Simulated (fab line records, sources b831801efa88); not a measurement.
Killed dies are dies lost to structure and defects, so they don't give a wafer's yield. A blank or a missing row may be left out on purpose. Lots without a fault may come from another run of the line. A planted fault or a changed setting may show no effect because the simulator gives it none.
Tool commonality check | flow sky130 | 13 lots, 39 wafers sampled

WHY IT WAS OPENED
At SKY_LDD_HVP_TW_MEAS_10 the reading LDD_HVP_TW is flagged on 1 of 13 lots. Wafers without a fault read 455.2, standard deviation 2.8.
Rule: a lot is flagged when every wafer of it that has a number lies more than 4 standard deviations from that mean, or none has a number. The other lots count as sound.

lot  | measured     | on            | LDD_HVP_TW, wafer by wafer | flag
L841 | day 21 22:16 | film_metro-01 | 452.6 453.0 452.8          |
L842 | day 22 07:43 | film_metro-02 | 454.2 453.6 452.6          |
L843 | day 22 16:02 | film_metro-02 | 453.3 449.0 452.1          |
L844 | day 22 19:31 | film_metro-02 | 454.5 452.8 452.6          |
L845 | day 23 03:53 | film_metro-01 | 456.2 455.1 453.1          |
L846 | day 23 15:26 | film_metro-01 | 452.6 453.2 455.0          |
L847 | day 23 22:53 | film_metro-01 | 453.3 452.5 452.0          |
L849 | day 24 20:38 | film_metro-01 | 452.4 452.3 453.8          |
L850 | day 24 21:55 | film_metro-01 | 454.6 453.3 453.7          |
L852 | day 25 12:55 | film_metro-03 | 458.5 458.9 459.9          |
L853 | day 26 04:38 | film_metro-03 | 456.1 458.0 458.3          |
L856 | day 27 08:30 | film_metro-01 | 452.9 452.8 453.8          |
L857 | day 27 11:44 | film_metro-03 | 30.3 30.1 30.1             | FLAGGED
The numbers of the flagged lots are 30.2 on average: -425.0 against the usual, or -99 or more standard deviations.

WHICH TOOL RAN EACH LOT
The record holds 3 process steps before the reading, out of a route of 708 steps. In each cell: the tool, then ch and the chambers that the sampled wafers went through, then the start.
lot  | flag    | SKY_VT_ADJUST_LVTN_STRIP_09          | SKY_VT_ADJUST_PCH_STRIP_09           | SKY_LDD_HVP_EXPOSE_04
L841 |         | plasma_asher-02 ch 0,1, day 7 06:11  | plasma_asher-04 ch 0,1, day 10 17:59 | iline_stepper-01 ch 0, day 21 06:19
L842 |         | plasma_asher-02 ch 0,1, day 7 12:02  | plasma_asher-02 ch 0,1, day 11 01:01 | iline_stepper-01 ch 0, day 21 16:11
L843 |         | plasma_asher-02 ch 0,1, day 7 16:52  | plasma_asher-01 ch 0,1, day 11 06:34 | iline_stepper-01 ch 0, day 22 00:52
L844 |         | plasma_asher-03 ch 0,1, day 7 20:31  | plasma_asher-02 ch 0,1, day 11 09:01 | iline_stepper-01 ch 0, day 22 04:22
L845 |         | plasma_asher-02 ch 0,1, day 8 03:16  | plasma_asher-04 ch 0,1, day 11 17:41 | iline_stepper-01 ch 0, day 22 12:23
L846 |         | plasma_asher-02 ch 0,1, day 8 08:26  | plasma_asher-02 ch 0,1, day 12 00:46 | iline_stepper-01 ch 0, day 23 00:41
L847 |         | plasma_asher-02 ch 0,1, day 8 17:01  | plasma_asher-02 ch 0,1, day 12 09:29 | iline_stepper-01 ch 0, day 23 07:53
L849 |         | plasma_asher-02 ch 0,1, day 9 02:32  | plasma_asher-01 ch 0,1, day 12 20:38 | iline_stepper-02 ch 0, day 24 04:49
L850 |         | plasma_asher-04 ch 0,1, day 9 07:38  | plasma_asher-04 ch 0,1, day 13 02:31 | iline_stepper-01 ch 0, day 24 06:11
L852 |         | plasma_asher-02 ch 0,1, day 9 20:59  | plasma_asher-02 ch 0,1, day 13 19:10 | iline_stepper-02 ch 0, day 24 22:57
L853 |         | plasma_asher-02 ch 0, day 10 03:56   | plasma_asher-02 ch 1, day 14 05:37   | iline_stepper-02 ch 0, day 25 13:14
L856 |         | plasma_asher-04 ch 0,1, day 11 04:10 | plasma_asher-01 ch 0,1, day 15 09:04 | iline_stepper-02 ch 0, day 26 17:34
L857 | FLAGGED | plasma_asher-04 ch 0,1, day 11 05:38 | plasma_asher-02 ch 0,1, day 15 10:29 | iline_stepper-02 ch 0, day 26 21:26
What these steps do:
- SKY_VT_ADJUST_LVTN_STRIP_09: strips in O2/N2.
- SKY_VT_ADJUST_PCH_STRIP_09: strips in O2/N2.
- SKY_LDD_HVP_EXPOSE_04: exposes mask HVPTM, target cd 700 nm.
- SKY_LDD_HVP_TW_MEAS_10

FLAGGED OVER TOTAL, TOOL BY TOOL (the gauges that took the reading come last)
step                        | tool             | lots run | flagged | share of the flagged lots | sound lots run after its first flagged lot
SKY_VT_ADJUST_LVTN_STRIP_09 | plasma_asher-02  | 9        | 0       | none                      | -
SKY_VT_ADJUST_LVTN_STRIP_09 | plasma_asher-03  | 1        | 0       | none                      | -
SKY_VT_ADJUST_LVTN_STRIP_09 | plasma_asher-04  | 3        | 1       | all                       | 0
SKY_VT_ADJUST_PCH_STRIP_09  | plasma_asher-01  | 3        | 0       | none                      | -
SKY_VT_ADJUST_PCH_STRIP_09  | plasma_asher-02  | 7        | 1       | all                       | 0
SKY_VT_ADJUST_PCH_STRIP_09  | plasma_asher-04  | 3        | 0       | none                      | -
SKY_LDD_HVP_EXPOSE_04       | iline_stepper-01 | 8        | 0       | none                      | -
SKY_LDD_HVP_EXPOSE_04       | iline_stepper-02 | 5        | 1       | all                       | 0
SKY_LDD_HVP_TW_MEAS_10      | film_metro-01    | 7        | 0       | none                      | -
SKY_LDD_HVP_TW_MEAS_10      | film_metro-02    | 3        | 0       | none                      | -
SKY_LDD_HVP_TW_MEAS_10      | film_metro-03    | 3        | 1       | all                       | 0

WHAT THE TABLE ALLOWS
4 rows of the table ran every flagged lot: plasma_asher-04 at SKY_VT_ADJUST_LVTN_STRIP_09, plasma_asher-02 at SKY_VT_ADJUST_PCH_STRIP_09, iline_stepper-02 at SKY_LDD_HVP_EXPOSE_04, film_metro-03 at SKY_LDD_HVP_TW_MEAS_10.
- plasma_asher-04 at SKY_VT_ADJUST_LVTN_STRIP_09: 1 of its 3 lots flagged. Its last sound lot is L856 (day 11 04:10), its first flagged lot L857 (day 11 05:38): a fault that began between those two fits.
- plasma_asher-02 at SKY_VT_ADJUST_PCH_STRIP_09: 1 of its 7 lots flagged. Its last sound lot is L853 (day 14 05:37), its first flagged lot L857 (day 15 10:29): a fault that began between those two fits.
- iline_stepper-02 at SKY_LDD_HVP_EXPOSE_04: 1 of its 5 lots flagged. Its last sound lot is L856 (day 26 17:34), its first flagged lot L857 (day 26 21:26): a fault that began between those two fits.
- film_metro-03 at SKY_LDD_HVP_TW_MEAS_10: 1 of its 3 lots flagged. Its last sound lot is L853 (day 26 04:38), its first flagged lot L857 (day 27 11:44): a fault that began between those two fits.
Counting lots can't tell these 4 tools apart, because each fits a fault that began at some hour. More lots, or a look at what each step does to the wafer, might.

WHAT THE SIMULATOR HAD PUT IN
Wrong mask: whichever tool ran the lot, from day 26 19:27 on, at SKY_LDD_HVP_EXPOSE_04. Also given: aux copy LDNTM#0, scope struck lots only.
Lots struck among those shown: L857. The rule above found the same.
